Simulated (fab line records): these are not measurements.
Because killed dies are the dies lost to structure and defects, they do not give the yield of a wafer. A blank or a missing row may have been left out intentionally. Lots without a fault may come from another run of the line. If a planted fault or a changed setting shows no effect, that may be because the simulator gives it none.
fab line records	flow gf180mcu
[record] lots = 13	wafers = 39	lastDay = 34
route steps=602 shown VT_IMPLANT@130 HV_LDD@186
lots that met no fault: taken from a fault-free run of the same line
startH: hours from the record's opening day to when the first of the lot's shown wafers began	waitH: hours since the lot's step before	" repeats the value in the row above	L1.1+2: a single row standing in for several wafers	- value missing, or start not given	* or withheld: withheld	< > ~ a bound
route shown NAME@n: NAME is a module with steps in the file, n the number in the route of the first one	usual: the fault-free wafers' mean and standard deviation	same: alike in all rows	chamber/n: place in a boat	sites: each site's reading	_std_site: standard deviation across them	_edge_site: outer sites' mean less inner sites'	radiusMm: for every site, how far away it sits from the centre of the wafer	mask NAME#n: copy n	behind: the last tool/chamber to shape the wafer	hold: the reason the lot was held/the length of the hold in hours/how it ended	device: which transistor (n, p or np) failed to switch	end of line: tests of these same wafers at the route's end	for a step that has no rows: nothing shown but its recipe	killed: the dies lost at the first sort to structure and to defects; this is not the yield of the wafer	map: dies across one wafer; x = killed, . = not, _ = none there
set.NAME: setting as actually run; set.NAME@STEP: the setting as run at that earlier step	model.NAME: the simulator's own value behind a step, which no gauge read
steps of the route over a sample of lots; a table a step, a row a wafer
services: a tool's chamber out of use, with start hour (startH, from the record's first day; less than 0 if before it), hours out, and reason
[[steps]]
[step GF_VT_IMPLANT_OVL_MEAS_40]
[usual] VT_IMPLANT_03_OVL = 0.2/1.3
lot.wafer	tool	chamber	startH	waitH	VT_IMPLANT_03_OVL[nm]
L595.1	overlay-02	-	162.32	0.1	-2.1
L595.5	"	-	"	"	-2.4
L595.6	"	-	"	"	-2.0
L596.2	overlay-02	-	164.31	0.1	0.2
L596.4	"	-	"	"	1.5
L596.5	"	-	"	"	-0.9
L597.3	overlay-02	-	170.37	0.1	-1.3
L597.4	"	-	"	"	1.7
L597.5	"	-	"	"	1.1
L605.2	overlay-01	-	227.87	0.1	1.8
L605.4	"	-	"	"	1.3
L605.5	"	-	"	"	0.6
L606.3	overlay-01	-	236.67	0.1	-1.4
L606.4	"	-	"	"	-1.4
L606.6	"	-	"	"	-0.1
L607.1	overlay-02	-	237.46	0.1	-0.8
L607.5	"	-	"	"	0.7
L607.6	"	-	"	"	0.6
L608.1	overlay-01	-	247.61	0.1	1.0
L608.4	"	-	"	"	1.5
L608.5	"	-	"	"	-0.3
L609.1	overlay-01	-	256.56	0.1	-1.4
L609.3	"	-	"	"	-1.3
L609.4	"	-	"	"	1.7
L610.2	overlay-02	-	264.42	0.1	-1.0
L610.4	"	-	"	"	-1.2
L610.5	"	-	"	"	0.2
L613.1	overlay-02	-	279.41	0.1	1.1
L613.3	"	-	"	"	0.1
L613.6	"	-	"	"	0.5
L614.4	overlay-02	-	287.23	0.1	-1.1
L614.5	"	-	"	"	0.3
L614.6	"	-	"	"	0.2
L615.1	overlay-02	-	295.16	0.1	-1.1
L615.2	"	-	"	"	0.9
L615.3	"	-	"	"	-2.4
L618.2	overlay-02	-	313.82	0.1	1.6
L618.5	"	-	"	"	2.6
L618.6	"	-	"	"	-0.9
[step GF_HV_LDD_STRIP_10]
[recipe] chemistry = O2/N2	powerW = 1400	pressureMtorr = 1500	platenTempC = 250	o2FlowSccm = 3000	n2FlowSccm = 300	overashFraction = 0.5
[usual] drypumpMotorCurrentA = 5.5/0.34	heaterPowerW = 341/14	oesProductAu = 0.716/0.0045	stripTimeToEndpointS = 12.65/0.044
lot.wafer	tool	chamber	startH	waitH	drypumpMotorCurrentA	heaterPowerW	oesProductAu	rfHoursCounterH	stripTimeToEndpointS
L595.1	plasmaAsher-03	0	221.64	0.1	5.8	329	0.710	11	12.61
L595.5	"	0	"	"	5.9	324	0.713	-	12.58
L595.6	"	1	"	"	5.6	351	0.718	-	12.62
L596.2	plasmaAsher-01	1	226.04	0.1	5.7	352	0.722	45	12.65
L596.4	"	1	"	"	5.7	354	0.715	-	12.68
L596.5	"	0	"	"	5.0	324	0.714	-	12.71
L597.3	plasmaAsher-04	0	235.73	0.1	5.2	325	0.732	-	12.64
L597.4	"	1	"	"	5.7	365	0.722	-	12.66
L597.5	"	0	"	"	5.2	333	0.712	-	12.69
L605.2	plasmaAsher-03	1	296.09	0.1	5.6	351	0.716	19	12.68
L605.4	"	0	"	"	5.8	335	0.724	-	12.63
L605.5	"	1	"	"	5.6	350	0.715	-	12.65
L606.3	plasmaAsher-01	1	304.53	0.1	5.7	346	0.716	-	12.64
L606.4	"	0	"	"	4.9	329	0.714	-	12.65
L606.6	"	1	"	"	5.7	348	0.713	-	12.63
L607.1	plasmaAsher-04	0	304.79	0.1	5.2	333	0.711	63	12.72
L607.5	"	1	"	"	5.7	368	0.715	-	12.68
L607.6	"	0	"	"	5.2	332	0.717	-	12.67
L608.1	plasmaAsher-03	0	317.92	0.1	5.9	327	0.720	21	12.71
L608.4	"	0	"	"	5.9	327	0.712	-	12.70
L608.5	"	0	"	"	5.9	330	0.718	-	12.73
L609.1	plasmaAsher-04	1	326.09	0.1	5.8	362	0.709	65	12.66
L609.3	"	0	"	"	5.2	329	0.716	-	12.67
L609.4	"	1	"	"	5.8	349	0.720	-	12.66
L610.2	plasmaAsher-01	0	335.17	0.1	5.0	331	0.715	55	12.65
L610.4	"	1	"	"	5.7	350	0.722	-	12.67
L610.5	"	0	"	"	4.9	322	0.708	-	12.64
L613.1	plasmaAsher-04	0	352.99	0.1	5.2	333	0.718	68	12.64
L613.3	"	1	"	"	5.8	358	0.710	-	12.63
L613.6	"	1	"	"	5.7	357	0.718	-	12.63
L614.4	plasmaAsher-01	1	359.75	0.1	5.7	354	0.715	-	12.56
L614.5	"	0	"	"	5.0	332	0.718	-	12.59
L614.6	"	1	"	"	5.7	354	0.717	-	12.55
L615.1	plasmaAsher-03	0	371.62	0.1	5.8	329	0.715	27	12.73
L615.2	"	1	"	"	5.6	345	0.706	27	12.67
L615.3	"	0	"	"	5.9	332	0.718	-	12.69
L618.2	plasmaAsher-04	1	386.74	0.1	5.8	360	0.712	72	12.59
L618.5	"	1	"	"	5.8	358	0.712	-	12.65
L618.6	"	0	"	"	5.2	336	0.721	-	12.65
[step GF_HV_LDD_COAT_26]
[recipe] resist = NOVOLAK	spinRpm = 3000	resistThkNm = 1000
lot.wafer	tool	chamber	startH	waitH
L595.1+5+6	lithoTrack-04	0	249.62	0.1
L596.2+4+5	lithoTrack-01	0	253.66	0.1
L597.3+4+5	lithoTrack-01	0	264.04	0.1
L605.2+4+5	lithoTrack-01	0	326.41	0.1
L606.3+4+6	lithoTrack-01	0	335.14	0.1
L607.1+5+6	lithoTrack-01	0	335.69	0.1
L608.1+4+5	lithoTrack-04	0	349.96	0.1
L609.1+3+4	lithoTrack-04	0	358.51	0.1
L610.2+4+5	lithoTrack-03	0	367.68	0.1
L613.1+3+6	lithoTrack-03	0	386.30	0.1
L614.4+5+6	lithoTrack-03	0	392.78	0.1
L615.1+2+3	lithoTrack-04	0	406.31	0.1
L618.2+5+6	lithoTrack-03	0	420.98	0.1
[step GF_HV_LDD_STRIP_37]
[recipe] chemistry = O2/N2	powerW = 1400	pressureMtorr = 1500	platenTempC = 250	o2FlowSccm = 3000	n2FlowSccm = 300	overashFraction = 0.5
[usual] drypumpMotorCurrentA = 5.5/0.34	heaterPowerW = 340/15	oesProductAu = 0.716/0.0048	stripTimeToEndpointS = 12.64/0.032
lot.wafer	tool	chamber	startH	waitH	drypumpMotorCurrentA	heaterPowerW	oesProductAu	rfHoursCounterH	stripTimeToEndpointS
L595.1	plasmaAsher-03	1	259.91	0.1	5.6	342	0.708	15	12.61
L595.5	"	0	"	"	5.9	323	0.712	-	12.60
L595.6	"	1	"	"	5.6	357	0.716	-	12.60
L596.2	plasmaAsher-03	0	263.67	0.1	5.9	333	0.708	15	12.64
L596.4	"	0	"	"	5.9	327	0.716	-	12.67
L596.5	"	0	"	"	5.8	325	0.721	-	12.64
L597.3	plasmaAsher-01	1	274.80	0.1	5.7	348	0.720	-	12.66
L597.4	"	0	"	"	4.9	323	0.706	-	12.64
L597.5	"	0	"	"	5.0	320	0.712	-	12.71
L605.2	plasmaAsher-03	1	337.99	0.1	5.6	343	0.721	23	12.42
L605.4	"	0	"	"	5.9	331	0.710	-	12.66
L605.5	"	0	"	"	5.8	335	0.725	-	12.39
L606.3	plasmaAsher-04	1	346.90	0.1	5.8	359	0.725	-	12.40
L606.4	"	0	"	"	5.2	325	0.722	-	12.65
L606.6	"	1	"	"	5.7	362	0.708	-	12.66
L607.1	plasmaAsher-01	0	347.36	0.1	5.0	329	0.712	57	12.58
L607.5	"	1	"	"	5.7	346	0.714	-	12.36
L607.6	"	0	"	"	5.0	330	0.716	-	12.62
L608.1	plasmaAsher-03	1	361.69	0.1	5.6	351	0.714	26	12.61
L608.4	"	0	"	"	5.9	324	0.712	-	12.59
L608.5	"	0	"	"	5.9	330	0.708	-	12.61
L609.1	plasmaAsher-01	1	370.57	0.1	5.7	344	0.714	59	12.67
L609.3	"	0	"	"	4.9	326	0.712	-	12.66
L609.4	"	1	"	"	5.7	352	0.718	-	12.64
L610.2	plasmaAsher-01	1	379.77	0.1	5.7	353	0.720	60	12.65
L610.4	"	1	"	"	5.7	350	0.714	-	12.67
L610.5	"	1	"	"	5.7	350	0.713	-	12.67
L613.1	plasmaAsher-04	0	398.56	0.1	5.2	329	0.726	73	12.64
L613.3	"	0	"	"	5.2	333	0.724	-	12.62
L613.6	"	0	"	"	5.2	329	0.716	-	12.61
L614.4	plasmaAsher-01	1	405.79	0.1	5.7	358	0.712	-	12.68
L614.5	"	0	"	"	5.0	323	0.719	-	12.71
L614.6	"	1	"	"	5.7	343	0.722	-	12.69
L615.1	plasmaAsher-03	1	418.47	0.1	5.6	353	0.708	29	12.61
L615.2	"	0	"	"	5.8	326	0.714	29	12.59
L615.3	"	0	"	"	5.9	334	0.721	-	12.60
L618.2	plasmaAsher-04	0	434.71	0.1	5.2	335	0.708	78	12.64
L618.5	"	0	"	"	5.2	321	0.720	-	12.62
L618.6	"	1	"	"	5.8	358	0.716	-	12.63
[step GF_HV_LDD_OVL_MEAS_47]
[usual] HV_LDD_03_OVL = 0.1/1.4
lot.wafer	tool	chamber	startH	waitH	HV_LDD_03_OVL[nm]
L595.1	overlay-01	-	279.21	0.1	-1.2
L595.5	"	-	"	"	-1.8
L595.6	"	-	"	"	-1.6
L596.2	overlay-02	-	282.98	0.1	1.0
L596.4	"	-	"	"	1.5
L596.5	"	-	"	"	2.0
L597.3	overlay-02	-	294.95	0.1	-1.2
L597.4	"	-	"	"	0.7
L597.5	"	-	"	"	1.0
L605.2	overlay-01	-	359.46	0.1	1.0
L605.4	"	-	"	"	0.8
L605.5	"	-	"	"	0.7
L606.3	overlay-01	-	368.72	0.1	-1.0
L606.4	"	-	"	"	-1.8
L606.6	"	-	"	"	-2.1
L607.1	overlay-01	-	369.66	0.1	0.3
L607.5	"	-	"	"	1.0
L607.6	"	-	"	"	1.5
L608.1	overlay-02	-	384.56	0.1	-0.1
L608.4	"	-	"	"	-0.6
L608.5	"	-	"	"	0.9
L609.1	overlay-01	-	393.36	0.1	0.4
L609.3	"	-	"	"	-0.1
L609.4	"	-	"	"	0.9
L610.2	overlay-02	-	402.94	0.1	-0.6
L610.4	"	-	"	"	0.5
L610.5	"	-	"	"	0.2
L613.1	overlay-02	-	422.19	0.1	-1.6
L613.3	"	-	"	"	-1.3
L613.6	"	-	"	"	-0.3
L614.4	overlay-02	-	429.82	0.1	1.2
L614.5	"	-	"	"	0.2
L614.6	"	-	"	"	0.1
L615.1	overlay-01	-	442.62	0.1	-1.4
L615.2	"	-	"	"	1.2
L615.3	"	-	"	"	0.2
L618.2	overlay-02	-	458.76	0.1	-1.2
L618.5	"	-	"	"	2.8
L618.6	"	-	"	"	0.3
[[services]]
tool	chamber	startH	hours	kind
lithoTrack-03	-	200.44	-	consumableReplace:filter
plasmaAsher-04	-	254.93	1.7	repair
plasmaAsher-04	-	354.98	4.9	repair
plasmaAsher-03	-	372.67	2.8	pm
plasmaAsher-03	-	378.16	23.1	repair
plasmaAsher-01	-	382.27	0.7	repair
plasmaAsher-03	-	392.94	1.7	repair
lithoTrack-01	-	406.82	-	consumableReplace:filter
plasmaAsher-01	-	421.63	2.0	repair
plasmaAsher-01	-	424.77	0.7	repair
[[key]]
[firstSign] step = GF_HV_LDD_STRIP_37	reading = stripTimeToEndpointS	direction = down	sigmas = 7.9	usual = *	struck = *
effect none on later readings
metAt GF_HV_LDD_COAT_26
struckLots L605,L606,L607
struckWafers L605.2,L605.5,L606.3,L607.5
testerLeftOut L605,L606,L607
notActingAt GF_VT_IMPLANT_OVL_MEAS_40,GF_HV_LDD_STRIP_10,GF_HV_LDD_OVL_MEAS_47
onsetBetween 264.04 326.41
[fault] kind = processParameterDrift	tool = lithoTrack-01	chamber = -	onsetH = 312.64	steps = GF_HV_LDD_COAT_26	channel = resistThkNm	offset = *	shape = step	endH = 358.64	scope = struckWafersOnly	actsIn = *	stated = *
// testerLeftOut: of these lots the tester's yield and bins aren't shown, on N5 and GAA mostly nor the transistor test; their killed dies are dies lost to structure and defects alone, not to doping, threshold or leakage, so they don't give the yield
